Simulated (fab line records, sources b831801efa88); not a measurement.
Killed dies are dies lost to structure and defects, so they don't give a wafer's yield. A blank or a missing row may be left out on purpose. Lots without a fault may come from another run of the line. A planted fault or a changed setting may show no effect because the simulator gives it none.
A struck lot beside a sound one | flow sky130 | 44 steps out of a route of 708
Sound: wafers L580.1, L580.3, L580.4. Struck: wafers L597.1, L597.3, L597.6. The cause comes at the end.
At each step with rows: each side's tool, then ch and its chambers, then its first start. Under that, the readings that differ: sound wafers | struck wafers | difference of the means | sigmas: that difference in standard deviations of wafers without a fault.
alike: readings whose means differ by less than 2 such deviations, and words and numbers that are the same on both sides. not compared: withheld readings, readings that some wafer has no value for, bounds like >300 that may hide the same value, and numbers for which the record gives no deviation and whose values overlap.
The two part at a step that has a row with sigmas, a row that says differs or no value, or rows on one side only. Numbers that don't overlap but have no deviation are shown without sigmas and don't part them. A reading that every wafer of one side lacks parts them only if that side has two wafers or more.

SKY_FIELD_ISO_STRIP_16: strips in O2/N2.
  sound on plasma_asher-04 ch 0,1, day 2 21:10; struck on plasma_asher-04 ch 0,1, day 6 12:40
  alike: drypump_motor_current_A, o2_flow_sccm, oes_product_au, strip_time_to_endpoint_s
  not compared: rf_hours_counter_h
SKY_FIELD_ISO_ETCH_17: etches Si in HBr/Cl2/O2, target depth 342 nm, time 97.7 s.
  sound on rie_si-01 ch 0,1,2, day 2 21:16; struck on rie_si-02 ch 2,3, day 6 12:46
  alike: drypump_motor_current_A, oes_product_au, run_length_s, throttle_valve_pct
  not compared: rf_hours_counter_h
then, 5 steps without rows for these wafers: SKY_FIELD_ISO_WET_ETCH_18 (etches Si3N4 in H3PO4, target depth 25 nm, time 286 s); SKY_FIELD_ISO_CLEAN_19 (cleans in SC1/SC2, time 150 s); SKY_FIELD_ISO_CLEAN_20 (cleans in dHF, time 20 s); SKY_FIELD_ISO_WET_ETCH_21 (etches SiO2 in dHF, target depth 20 nm, time 400 s); SKY_FIELD_ISO_OXIDATION_22 (stabilise 600 s, purge 300 s, target thk 10 nm).
SKY_FIELD_ISO_THK_MEAS_23:
  sound on film_metro-01, day 3 07:02; struck on film_metro-03, day 6 14:28
  alike: FIELD_ISO_OXIDATION_01_THK
then, 1 step without rows for these wafers: SKY_FIELD_ISO_CVD_24 (deposits SiO2, target thk 595 nm, time 99.2 s).
SKY_FIELD_ISO_THK_MEAS_25:
  sound on film_metro-03, day 3 07:10; struck on film_metro-04, day 6 14:35
  alike: FIELD_ISO_CVD_24_THK
then, 1 step without rows for these wafers: SKY_FIELD_ISO_ANNEAL_26 (time 1800 s).
SKY_FIELD_ISO_CMP_27: polishes, stops on Si3N4, t overpolish 16 s, target thk 457.8 nm.
  sound on cmp-01 ch 1,2,3, day 3 16:05; struck on cmp-02 ch 1,2, day 6 17:05
  reading                | sound       | struck      | difference | sigmas
  time_to_endpoint_s (s) | 114 118 118 | 105 111 106 | -9         | -2
  alike: motor_current_A, overpolish_run_s
SKY_FIELD_ISO_WET_ETCH_28: etches SiO2 in dHF, target depth 23.7 nm, time 47 s.
  sound on wet_bench-04 ch 2, day 3 16:20; struck on wet_bench-04 ch 0, day 6 17:23
  reading                                    | sound             | struck            | difference | sigmas
  run_length_s (s)                           | 81 81 81          | 109 109 109       | +28        | +8
  model.SiO2_of_FIELD_ISO_CVD_24.thk_nm (nm) | 433.2 433.7 431.9 | 416.8 417.8 416.6 | -15.9      |
then, 4 steps without rows for these wafers: SKY_FIELD_ISO_WET_ETCH_29 (etches Si3N4 in H3PO4, target depth 160 nm, time 1825 s); SKY_FIELD_ISO_WET_ETCH_30 (etches SiO2 in dHF, target depth 25 nm, time 50 s); SKY_NWELL_CLEAN_00 (cleans in SC1/SC2, time 150 s); SKY_NWELL_OXIDATION_01 (stabilise 600 s, purge 300 s, target thk 10 nm).
SKY_NWELL_THK_MEAS_02:
  sound on film_metro-03, day 3 23:49; struck on film_metro-02, day 6 19:50
  alike: NWELL_OXIDATION_THK
then, 8 steps without rows for these wafers: SKY_DNWELL_DEHYDRATE_00 (time 60 s); SKY_DNWELL_HMDS_01 (prime time 60 s); SKY_DNWELL_COAT_02 (resist thk 3000 nm); SKY_DNWELL_SOFTBAKE_03; SKY_DNWELL_EXPOSE_04 (exposes mask DNM, target cd 3000 nm); SKY_DNWELL_PEB_05; SKY_DNWELL_DEVELOP_06 (develop time 60 s); SKY_DNWELL_IMPLANT_07.
SKY_DNWELL_STRIP_08: strips in O2/N2.
  sound on plasma_asher-01 ch 0,1, day 4 14:54; struck on plasma_asher-04 ch 0, day 7 15:24
  alike: drypump_motor_current_A, o2_flow_sccm, oes_product_au, strip_time_to_endpoint_s
  not compared: rf_hours_counter_h
SKY_DNWELL_TW_MEAS_09:
  sound on film_metro-02, day 4 15:00; struck on film_metro-02, day 7 15:30
  alike: DNWELL_TW
then, 7 steps without rows for these wafers: SKY_PWDE_DEHYDRATE_00 (time 60 s); SKY_PWDE_HMDS_01 (prime time 60 s); SKY_PWDE_COAT_02 (resist thk 3000 nm); SKY_PWDE_SOFTBAKE_03; SKY_PWDE_EXPOSE_04 (exposes mask PWDEM, target cd 840 nm); SKY_PWDE_PEB_05; SKY_PWDE_DEVELOP_06 (develop time 60 s).
SKY_PWDE_OVL_MEAS_07:
  sound on overlay-02, day 5 06:12; struck on overlay-01, day 8 11:45
  reading       | sound        | struck         | difference | sigmas
  PWDE_OVL (nm) | -1.3 0.4 0.9 | -3.6 -4.7 -2.2 | -3.5       | -2
then, 1 step without rows for these wafers: SKY_PWDE_IMPLANT_08.
SKY_PWDE_STRIP_09: strips in O2/N2.
  sound on plasma_asher-01 ch 0,1, day 5 06:23; struck on plasma_asher-03 ch 0,1, day 8 11:56
  alike: drypump_motor_current_A, o2_flow_sccm, oes_product_au, strip_time_to_endpoint_s
  not compared: rf_hours_counter_h
SKY_PWDE_TW_MEAS_10:
  sound on film_metro-02, day 5 06:29; struck on film_metro-02, day 8 12:02
  alike: PWDE_TW
then, 3 steps without rows for these wafers: SKY_NWELL_DEHYDRATE_03 (time 60 s); SKY_NWELL_HMDS_04 (prime time 60 s); SKY_NWELL_COAT_05 (resist thk 3000 nm).
-- the record jumps here: 26 days lie between the struck wafers' starts before and after (it left off in module NWELL and takes up again in module SALICIDE, whose first step shown is number 361 of the route) --
SKY_SALICIDE_CLEAN_00: cleans in HF-last, time 30 s.
  sound on wet_bench-03 ch 3, day 30 08:16; struck on wet_bench-02 ch 3, day 34 14:46
  reading                                    | sound             | struck            | difference | sigmas
  model.SiO2_of_FIELD_ISO_CVD_24.thk_nm (nm) | 357.7 358.2 356.4 | 341.3 342.5 341.3 | -15.7      |
-- the record jumps here: 16 days lie between the struck wafers' starts before and after (it left off in module SALICIDE and takes up again in module PAD_OPEN, whose first step shown is number 708 of the route) --
SKY_PAD_OPEN_PROBE_99:
  sound on prober-01, day 47 10:35; struck on prober-01, day 50 10:22
  reading                                 | sound                         | struck                        | difference | sigmas
  model.etest.res_p_drift_20v.line_ohm_um | 1.118e+04 1.082e+04 1.117e+04 | 1.055e+04 1.061e+04 1.045e+04 | -5.200e+02 |
  model.etest.res_p_drift_20v.rs_ohm_sq   | 9397 9033 9252                | 8735 8841 8652                | -485       |
  model.etest.res_iso_pwell.rs_ohm_sq     | 2880 2768 2863                | 2981 3120 2968                | +186       |
  model.etest.res_iso_pwell.line_ohm_um   | 1086 1049 1085                | 1109 1154 1135                | +59        |
  model.etest.res_nwell.rs_ohm_sq         | 942.8 933.1 953.5             | 985.2 990.6 969.8             | +38.7      |
  model.etest.cap_poly_to_well.c_af_um2   | 90.14 91.26 91.85             | 95.18 93.13 95.24             | +3.43      |
  alike: killed_at_M0_to_M3, killed_at_M4_up, killed_at_contacts, killed_at_front_end, killed_at_other, killed_dies, killed_open, killed_short
  not compared: model.etest.pfet_16v.r_on_ohm_um, model.etest.cap_li_to_poly.c_af_um2

WHERE THEY PART
First at SKY_FIELD_ISO_CMP_27; last, within this record, at SKY_PWDE_OVL_MEAS_07. Later steps at which nothing parts them and some readings are alike: SKY_PWDE_STRIP_09, SKY_PWDE_TW_MEAS_10, SKY_PAD_OPEN_PROBE_99.

WHY: what the simulator had put in
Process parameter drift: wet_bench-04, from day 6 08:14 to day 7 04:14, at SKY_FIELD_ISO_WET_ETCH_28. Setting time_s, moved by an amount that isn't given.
